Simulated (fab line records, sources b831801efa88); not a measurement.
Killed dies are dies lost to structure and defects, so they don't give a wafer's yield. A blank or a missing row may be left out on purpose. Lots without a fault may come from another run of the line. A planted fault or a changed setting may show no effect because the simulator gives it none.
Which tool did it? | flow gf180mcu | 14 lots, 42 wafers sampled, at 4 steps of a route of 602

WHAT THE GAUGES READ, wafer by wafer
GF_V3_OVL_MEAS_15. Usual: V3_OVL 0 nm, standard deviation 5.6.
lot  | measured     | on         | V3_OVL (nm) | flag
L541 | day 24 12:47 | overlay-02 | 6 8 0       |
L542 | day 25 00:53 | overlay-02 | 5 4 7       |
L543 | day 25 06:44 | overlay-01 | -11 1 -2    |
L544 | day 25 15:35 | overlay-02 | 1 -2 -4     |
L553 | day 28 07:58 | overlay-02 | 0 3 -2      |
L554 | day 28 14:35 | overlay-02 | 4 -3 13     |
L555 | day 29 00:41 | overlay-01 | -3 -9 -4    |
L556 | day 29 04:38 | overlay-02 | -3 -1 -7    |
L557 | day 29 10:21 | overlay-01 | -12 -17 0   |
L559 | day 29 23:42 | overlay-01 | 2 8 14      |
L560 | day 30 05:50 | overlay-01 | 8 0 -6      |
L561 | day 30 09:34 | overlay-02 | 2 5 7       |

WHICH TOOL RAN EACH LOT (tool, then ch and the chambers of the sampled wafers, then the start)
lot  | GF_HV_LDD_EXPOSE_43                 | GF_V1_ETCH_17                                 | GF_V3_CMP_04
L541 | iline_stepper-02 ch 0, day 13 09:46 | rie_diel-04 ch 0,2, day 23 11:59 or earlier   | cmp-02 ch 0,3, day 23 11:59
L542 | iline_stepper-01 ch 0, day 13 22:35 | rie_diel-03 ch 1,2,3, day 24 01:36 or earlier | cmp-02 ch 2,3, day 24 01:36
L543 | iline_stepper-02 ch 0, day 14 04:05 | rie_diel-02 ch 1,2, day 24 07:50 or earlier   | cmp-02 ch 1,3, day 24 07:50
L544 | iline_stepper-02 ch 0, day 14 11:52 | rie_diel-02 ch 0,1,2, day 24 16:04 or earlier | cmp-01 ch 0,3, day 24 16:04
L548 | iline_stepper-02, day 15 15:19      | -                                             | -
L549 | iline_stepper-02, day 16 04:26      | -                                             | -
L553 | iline_stepper-01 ch 0, day 17 08:34 | rie_diel-04 ch 2,3, day 27 10:35 or earlier   | cmp-02 ch 0,3, day 27 10:35
L554 | iline_stepper-02 ch 0, day 17 16:19 | rie_diel-03 ch 0,1,2, day 27 17:07 or earlier | cmp-01 ch 1,2,3, day 27 17:07
L555 | iline_stepper-01 ch 0, day 18 04:37 | rie_diel-04 ch 1,2, day 28 03:19 or earlier   | cmp-02 ch 1,2,3, day 28 03:19
L556 | iline_stepper-02 ch 0, day 18 09:46 | rie_diel-03 ch 0,2,3, day 28 07:37 or earlier | cmp-02 ch 2,3, day 28 07:37
L557 | iline_stepper-01 ch 0, day 18 16:23 | rie_diel-04 ch 0,2,3, day 28 13:06 or earlier | cmp-02 ch 0,2,3, day 28 13:06
L559 | iline_stepper-02 ch 0, day 19 06:51 | rie_diel-04 ch 0,1, day 29 03:02 or earlier   | cmp-02 ch 2,3, day 29 03:02
L560 | iline_stepper-02 ch 0, day 19 11:49 | rie_diel-02 ch 0,1,2, day 29 08:48 or earlier | cmp-02 ch 0,2,3, day 29 08:48
L561 | iline_stepper-02 ch 0, day 19 20:31 | rie_diel-02 ch 1,2,3, day 29 13:01 or earlier | cmp-02 ch 0,1,3, day 29 13:01
- GF_HV_LDD_EXPOSE_43: exposes mask Pplus HV AREA, target cd 400 nm.
- GF_V1_ETCH_17: etches SiO2 in C4F8/O2/Ar, stops on TiN, target depth 630 nm.
- GF_V3_CMP_04: polishes SiO2.

WHAT THE TOOLS THEMSELVES READ (means of the sampled wafers that have a number; where no wafer has one, the mark that the record gives instead)
GF_HV_LDD_EXPOSE_43. Usual: exposure_dose_mJ_cm2 140.01, standard deviation 0.14; focus_offset_nm 0.1 nm, standard deviation 0.48.
lot  | tool             | exposure_dose_mJ_cm2 | focus_offset_nm (nm) | flag
L541 | iline_stepper-02 | 139.96               | -0.4                 |
L542 | iline_stepper-01 | 140.10               | 0.3                  |
L543 | iline_stepper-02 | 140.01               | 0.7                  |
L544 | iline_stepper-02 | 140.10               | 0.6                  |
L548 | iline_stepper-02 | -                    | -                    | OFF
L549 | iline_stepper-02 | -                    | -                    | OFF
L553 | iline_stepper-01 | 139.87               | 0.3                  |
L554 | iline_stepper-02 | 139.87               | -0.3                 |
L555 | iline_stepper-01 | 140.02               | -0.8                 |
L556 | iline_stepper-02 | 139.95               | 0.2                  |
L557 | iline_stepper-01 | 140.03               | -0.0                 |
L559 | iline_stepper-02 | 139.95               | 0.4                  |
L560 | iline_stepper-02 | 139.77               | 0.0                  |
L561 | iline_stepper-02 | 139.90               | 0.2                  |

GF_V1_ETCH_17. Usual: oes_product_au 0.857 a.u., standard deviation 0.0047.
lot  | tool        | oes_product_au (a.u.) | flag
L541 | rie_diel-04 | 0.858                 |
L542 | rie_diel-03 | 0.859                 |
L543 | rie_diel-02 | 0.857                 |
L544 | rie_diel-02 | 0.859                 |
L553 | rie_diel-04 | 0.859                 |
L554 | rie_diel-03 | 0.859                 |
L555 | rie_diel-04 | 0.856                 |
L556 | rie_diel-03 | 0.858                 |
L557 | rie_diel-04 | 0.856                 |
L559 | rie_diel-04 | 0.857                 |
L560 | rie_diel-02 | 0.860                 |
L561 | rie_diel-02 | 0.859                 |

GF_V3_CMP_04. Usual: motor_current_A 11.9 A, standard deviation 1.3; slurry_filter_dp_kPa 13.50 kPa, standard deviation 0.14; time_to_endpoint_s 85 s, standard deviation 6.1.
lot  | tool   | motor_current_A (A) | slurry_filter_dp_kPa (kPa) | time_to_endpoint_s (s) | flag
L541 | cmp-02 | 11.0                | 13.58                      | 93                     |
L542 | cmp-02 | 11.6                | 13.56                      | 92                     |
L543 | cmp-02 | 13.4                | 13.39                      | 87                     |
L544 | cmp-01 | 10.8                | 13.53                      | 84                     |
L553 | cmp-02 | 11.1                | 13.57                      | 83                     |
L554 | cmp-01 | 10.4                | 13.53                      | 85                     |
L555 | cmp-02 | 12.3                | 13.43                      | 89                     |
L556 | cmp-02 | 11.3                | 13.49                      | 90                     |
L557 | cmp-02 | 11.7                | 13.44                      | 88                     |
L559 | cmp-02 | 11.3                | 13.36                      | 91                     |
L560 | cmp-02 | 11.9                | 13.49                      | 86                     |
L561 | cmp-02 | 12.1                | 13.44                      | 90                     |

THE ANSWER, worked out from the rows above alone
Rule: a lot is off if the mean of its wafers that have a number lies more than 3 standard deviations from the usual mean. A lot without any number at a reading at which 4 lots or more have one is off too. The other lots that the step has rows for count as sound. The gauges are gone through in route order, then the tools' own readings, and for those a lot's mean is taken as printed above. The first step at which some lot is off is used, and at that step the reading that is off furthest; a lot without a number counts as furthest.
Off: L548, L549, at GF_HV_LDD_EXPOSE_43 (exposure_dose_mJ_cm2). Without a number there: L548, L549.
A tool fits if, at that step or a process step before it, it ran every lot that is off, and no sound lot after the first of them. None of those tried fits.

WHAT THE SIMULATOR HAD PUT IN
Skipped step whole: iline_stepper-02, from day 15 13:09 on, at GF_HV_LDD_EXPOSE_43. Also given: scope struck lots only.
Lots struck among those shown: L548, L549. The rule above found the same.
